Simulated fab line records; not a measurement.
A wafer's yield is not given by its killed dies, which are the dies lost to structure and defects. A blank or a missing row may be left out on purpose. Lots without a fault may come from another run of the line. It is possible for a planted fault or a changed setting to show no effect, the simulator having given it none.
fab line records	flow gf180mcu
[record] lots = 15	wafers = 45	lastDay = 34
route steps=602 shown STI@3 VT_IMPLANT@97 HV_LDD@219 SALICIDE@284
lots untouched by any fault: they come from a run of this same line in which no faults occurred
startH: start of the lot's first displayed wafer, in hours after the record's first day	waitH: hours since the lot's step before	" as in the row above	L1.1+2: one row covering several wafers at once	- no value present, or no start provided	* or withheld: withheld	< > ~ a bound
route shown NAME@n: a module of which the file shows steps, and the number in the route of the first	usual: mean/standard deviation of fault-free wafers	same: alike in all rows	chamber/n: place in a boat	sites: each site's reading	_std_site: standard deviation of those values	_edge_site: inner sites' mean taken away from outer sites' mean	radiusMm: for every site, how far away it sits from the centre of the wafer	mask NAME#n: copy n	behind: the most recent tool/chamber to have shaped the wafer	hold: why the lot was held/for how many hours/how that ended	device: the n, p or np transistor that did not switch	end of line: the same wafers' tests at the end of the route	a step given without rows: its recipe and nothing more	killed: the dies lost at the first sort to structure and to defects; this is not the yield of the wafer	map: a wafer's dies, marking killed ones x, the rest . and places with no die _
set.NAME: the setting that was run; set.NAME@STEP: the one run at that earlier step	model.NAME: the simulator's own value behind a step, which no gauge read
one table for each step of the route and one row for each wafer, over a sample of lots
services: from which hour (startH, from the record's first day; less than 0 if before it) a tool's chamber was out of use, for how many hours, and why
[[steps]]
[step GF_STI_THK_MEAS_02]
[recipe] reads = SiO2_of_STI_OXIDATION_01
[usual] STI_OXIDATION_THK = 9.92/0.18
lot.wafer	tool	chamber	startH	waitH	STI_OXIDATION_THK[nm]
L784.1	filmMetro-02	-	16.51	0.0	10.37
L784.2	"	-	"	"	10.37
L784.5	"	-	"	"	10.22
L785.1	filmMetro-03	-	21.66	0.0	10.05
L785.2	"	-	"	"	10.00
L785.4	"	-	"	"	9.95
L787.2	filmMetro-02	-	31.52	0.0	9.95
L787.4	"	-	"	"	10.11
L787.6	"	-	"	"	9.88
L788.1	filmMetro-02	-	37.59	0.0	10.02
L788.3	"	-	"	"	10.32
L788.6	"	-	"	"	10.22
L789.2	filmMetro-02	-	42.13	0.0	9.83
L789.4	"	-	"	"	9.77
L789.6	"	-	"	"	9.67
L790.1	filmMetro-01	-	46.51	0.0	9.82
L790.3	"	-	"	"	9.75
L790.4	"	-	"	"	9.66
L791.1	filmMetro-01	-	51.51	0.0	9.59
L791.3	"	-	"	"	9.66
L791.5	"	-	"	"	9.75
L792.2	filmMetro-03	-	56.52	0.0	9.89
L792.3	"	-	"	"	10.08
L792.6	"	-	"	"	10.09
L796.2	filmMetro-02	-	76.52	0.0	9.63
L796.4	"	-	"	"	9.86
L796.6	"	-	"	"	9.83
L798.1	filmMetro-01	-	86.84	0.0	9.80
L798.3	"	-	"	"	9.90
L798.6	"	-	"	"	9.63
L799.1	filmMetro-01	-	93.61	0.0	9.84
L799.4	"	-	"	"	9.89
L799.5	"	-	"	"	9.90
L801.2	filmMetro-02	-	106.14	0.0	10.08
L801.3	"	-	"	"	10.09
L801.5	"	-	"	"	10.24
L803.2	filmMetro-03	-	113.74	0.0	10.05
L803.4	"	-	"	"	10.08
L803.6	"	-	"	"	10.00
L804.2	filmMetro-02	-	116.52	0.0	9.84
L804.3	"	-	"	"	10.00
L804.4	"	-	"	"	9.96
L806.1	filmMetro-03	-	126.51	0.0	9.87
L806.2	"	-	"	"	9.91
L806.4	"	-	"	"	9.78
[step GF_VT_IMPLANT_OVL_MEAS_07]
[usual] VT_IMPLANT_OVL = 0.1/1.2
lot.wafer	tool	chamber	startH	waitH	VT_IMPLANT_OVL[nm]
L784.1	overlay-01	-	117.43	0.1	0.8
L784.2	"	-	"	"	0.9
L784.5	"	-	"	"	3.4
L785.1	overlay-02	-	122.27	0.1	-1.6
L785.2	"	-	"	"	-0.7
L785.4	"	-	"	"	-1.4
L787.2	overlay-01	-	132.98	0.1	0.0
L787.4	"	-	"	"	1.9
L787.6	"	-	"	"	-1.5
L788.1	overlay-01	-	142.17	0.1	0.1
L788.3	"	-	"	"	0.8
L788.6	"	-	"	"	0.3
L789.2	overlay-02	-	148.33	0.1	-0.9
L789.4	"	-	"	"	-0.4
L789.6	"	-	"	"	0.2
L790.1	overlay-02	-	151.27	0.1	0.2
L790.3	"	-	"	"	1.0
L790.4	"	-	"	"	-0.3
L791.1	overlay-01	-	159.85	0.1	-0.1
L791.3	"	-	"	"	0.3
L791.5	"	-	"	"	-1.2
L792.2	overlay-01	-	166.43	0.1	-1.7
L792.3	"	-	"	"	-0.7
L792.6	"	-	"	"	1.6
L796.2	overlay-02	-	197.31	0.1	-0.6
L796.4	"	-	"	"	0.3
L796.6	"	-	"	"	1.1
L798.1	overlay-01	-	209.30	0.1	-1.0
L798.3	"	-	"	"	-0.8
L798.6	"	-	"	"	-1.1
L799.1	overlay-02	-	212.65	0.1	1.3
L799.4	"	-	"	"	-0.5
L799.5	"	-	"	"	-0.1
L801.2	overlay-02	-	226.72	0.1	0.0
L801.3	"	-	"	"	-0.6
L801.5	"	-	"	"	-0.7
L803.2	overlay-02	-	237.27	0.1	-1.4
L803.4	"	-	"	"	-1.1
L803.6	"	-	"	"	-1.6
L804.2	overlay-02	-	239.01	0.1	-0.5
L804.3	"	-	"	"	1.4
L804.4	"	-	"	"	1.7
L806.1	overlay-02	-	253.07	0.1	0.3
L806.2	"	-	"	"	-0.9
L806.4	"	-	"	"	0.0
[step GF_HV_LDD_EXPOSE_43]
[recipe] maskId = Pplus_HV_AREA	targetCdNm = 400	na = 0.6	sourceShape = conventional	sigmaOuter = 0.6	doseMj = 140
lot.wafer	tool	chamber	startH	waitH	mask
L784.1+2+5	ilineStepper-02	0	271.02	-	Pplus_HV_AREA#0
L785.1+2+4	ilineStepper-01	0	276.05	-	Pplus_HV_AREA#0
L787.2+4+6	ilineStepper-01	0	288.97	-	Pplus_HV_AREA#0
L788.1+3+6	ilineStepper-01	0	300.72	-	Pplus_HV_AREA#0
L789.2+4+6	ilineStepper-01	0	313.07	-	Pplus_HV_AREA#0
L790.1+3+4	ilineStepper-02	0	316.87	-	Pplus_HV_AREA#0
L791.1+3+5	ilineStepper-01	0	327.33	-	Pplus_HV_AREA#0
L792.2+3+6	ilineStepper-02	0	333.47	-	Pplus_HV_AREA#0
L796.2+4+6	ilineStepper-02	0	375.19	-	Pplus_HV_AREA#0
L798.1+3+6	ilineStepper-02	0	390.75	-	Pplus_HV_AREA#0
L799.1+4+5	ilineStepper-02	0	395.52	-	Pplus_HV_AREA#0
L801.2+3+5	ilineStepper-01	0	412.57	-	Pplus_HV_AREA#0
L803.2+4+6	ilineStepper-01	0	426.87	-	Pplus_HV_AREA#0
L804.2+3+4	ilineStepper-01	0	430.19	-	Pplus_HV_AREA#0
L806.1+2+4	ilineStepper-01	0	445.47	-	Pplus_HV_AREA#0
[step GF_HV_LDD_OVL_MEAS_47]
[usual] HV_LDD_03_OVL = -0.5/1.5
lot.wafer	tool	chamber	startH	waitH	HV_LDD_03_OVL[nm]
L784.1	overlay-02	-	280.79	0.1	-1.4
L784.2	"	-	"	"	1.0
L784.5	"	-	"	"	-3.0
L785.1	overlay-01	-	285.99	0.1	0.9
L785.2	"	-	"	"	0.8
L785.4	"	-	"	"	0.3
L787.2	overlay-02	-	298.48	0.1	-0.6
L787.4	"	-	"	"	0.3
L787.6	"	-	"	"	0.3
L788.1	overlay-01	-	311.14	0.1	-1.5
L788.3	"	-	"	"	-0.6
L788.6	"	-	"	"	-0.2
L789.2	overlay-01	-	323.05	0.1	0.7
L789.4	"	-	"	"	-0.6
L789.6	"	-	"	"	0.9
L790.1	overlay-02	-	327.39	0.1	-0.8
L790.3	"	-	"	"	0.1
L790.4	"	-	"	"	-0.9
L791.1	overlay-02	-	337.92	0.1	-0.8
L791.3	"	-	"	"	1.0
L791.5	"	-	"	"	2.2
L792.2	overlay-01	-	344.32	0.1	-0.2
L792.3	"	-	"	"	-0.2
L792.6	"	-	"	"	0.5
L796.2	overlay-01	-	386.12	0.1	56.2
L796.4	"	-	"	"	57.2
L796.6	"	-	"	"	57.8
L798.1	overlay-02	-	402.47	0.1	58.5
L798.3	"	-	"	"	59.0
L798.6	"	-	"	"	57.2
L799.1	overlay-01	-	407.02	0.1	56.9
L799.4	"	-	"	"	57.7
L799.5	"	-	"	"	58.2
L801.2	overlay-02	-	424.47	0.1	-3.3
L801.3	"	-	"	"	-2.8
L801.5	"	-	"	"	-0.6
L803.2	overlay-01	-	438.35	0.1	2.5
L803.4	"	-	"	"	1.4
L803.6	"	-	"	"	1.5
L804.2	overlay-01	-	442.62	0.1	0.6
L804.3	"	-	"	"	3.2
L804.4	"	-	"	"	3.6
L806.1	overlay-02	-	457.02	0.1	0.1
L806.2	"	-	"	"	-1.6
L806.4	"	-	"	"	-3.4
[step GF_SALICIDE_RTA_06]
[recipe] tempC = 530	timeS = 30	ambient = N2
[usual] lampPowerPct = 6.1/0.46	wafer_temp_C_max = 533.3/0.67
[same] timeS = 30
lot.wafer	tool	chamber	startH	waitH	lampPowerPct	wafer_temp_C_max
L784.1	rtpAnneal-01	0	348.64	0.1	5.7	533.5
L784.2	"	0	"	"	5.7	533.6
L784.5	"	0	"	"	5.7	533.6
L785.1	rtpAnneal-01	0	353.90	0.1	5.7	533.7
L785.2	"	0	"	"	5.7	534.0
L785.4	"	0	"	"	5.7	534.2
L787.2	rtpAnneal-02	0	369.27	0.1	6.7	532.8
L787.4	"	0	"	"	6.7	534.1
L787.6	"	0	"	"	6.7	533.1
L788.1	rtpAnneal-01	0	381.11	0.1	5.7	533.6
L788.3	"	0	"	"	5.7	533.3
L788.6	"	0	"	"	5.7	533.8
L789.2	rtpAnneal-02	0	394.87	0.1	6.7	532.6
L789.4	"	0	"	"	6.7	532.0
L789.6	"	0	"	"	6.7	532.5
L790.1	rtpAnneal-01	0	398.49	0.1	5.7	532.3
L790.3	"	0	"	"	5.7	534.0
L790.4	"	0	"	"	5.7	533.5
L791.1	rtpAnneal-02	0	410.70	0.1	6.7	532.5
L791.3	"	0	"	"	6.7	533.1
L791.5	"	0	"	"	6.7	532.5
L792.2	rtpAnneal-01	0	416.46	0.1	5.7	534.1
L792.3	"	0	"	"	5.7	532.4
L792.6	"	0	"	"	5.7	533.7
L796.2	rtpAnneal-02	0	461.47	0.1	6.7	532.6
L796.4	"	0	"	"	6.7	531.9
L796.6	"	0	"	"	6.7	532.7
L798.1	rtpAnneal-02	0	478.50	0.1	6.7	532.7
L798.3	"	0	"	"	6.7	532.5
L798.6	"	0	"	"	6.7	532.4
L799.1	rtpAnneal-01	0	483.43	0.1	5.7	534.1
L799.4	"	0	"	"	5.7	533.6
L799.5	"	0	"	"	5.7	533.3
L801.2	rtpAnneal-01	0	502.33	0.1	5.7	533.3
L801.3	"	0	"	"	5.7	534.4
L801.5	"	0	"	"	5.7	532.4
L803.2	rtpAnneal-01	0	514.81	0.1	5.7	533.6
L803.4	"	0	"	"	5.7	534.1
L803.6	"	0	"	"	5.7	532.4
L804.2	rtpAnneal-01	0	518.77	0.1	5.7	534.1
L804.3	"	0	"	"	5.7	533.6
L804.4	"	0	"	"	5.7	533.8
L806.1	rtpAnneal-02	0	532.99	0.1	6.7	532.9
L806.2	"	0	"	"	6.7	533.0
L806.4	"	0	"	"	6.7	532.3
[[services]]
tool	chamber	startH	hours	kind
ilineStepper-01	0	255.60	-	calibration
ilineStepper-02	-	330.09	1.7	pm
rtpAnneal-01	-	355.82	4.3	pm
ilineStepper-02	-	360.08	1.4	repair
ilineStepper-02	-	375.34	11.7	repair
rtpAnneal-02	-	375.91	1.5	repair
ilineStepper-02	-	397.51	4.6	repair
ilineStepper-02	0	438.13	-	calibration
ilineStepper-01	-	456.31	1.7	pm
rtpAnneal-02	-	482.18	4.9	pm
ilineStepper-01	0	483.47	-	calibration
[[key]]
[firstSign] step = GF_HV_LDD_OVL_MEAS_47	reading = HV_LDD_03_OVL	direction = up	sigmas = 38	usual = -0.5	struck = 57.6
effect none on later readings
metAt GF_HV_LDD_EXPOSE_43
struckLots L796,L798,L799
rowsEnd L798.3,L799.5
testerLeftOut L796,L798,L799
notActingAt GF_STI_THK_MEAS_02,GF_VT_IMPLANT_OVL_MEAS_07,GF_SALICIDE_RTA_06
onsetBetween 333.47 375.19
[fault] kind = scannerMatchingOverlay	tool = ilineStepper-02	chamber = -	onsetH = 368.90	steps = GF_HV_LDD_EXPOSE_43	offset = 58.242
// testerLeftOut: of these lots the tester's yield and bins aren't shown, on N5 and GAA mostly nor the transistor test; their killed dies are dies lost to structure and defects alone, not to doping, threshold or leakage, so they don't give the yield
// rowsEnd: these wafers met a further fault down the route, and their rows from its step on are left out
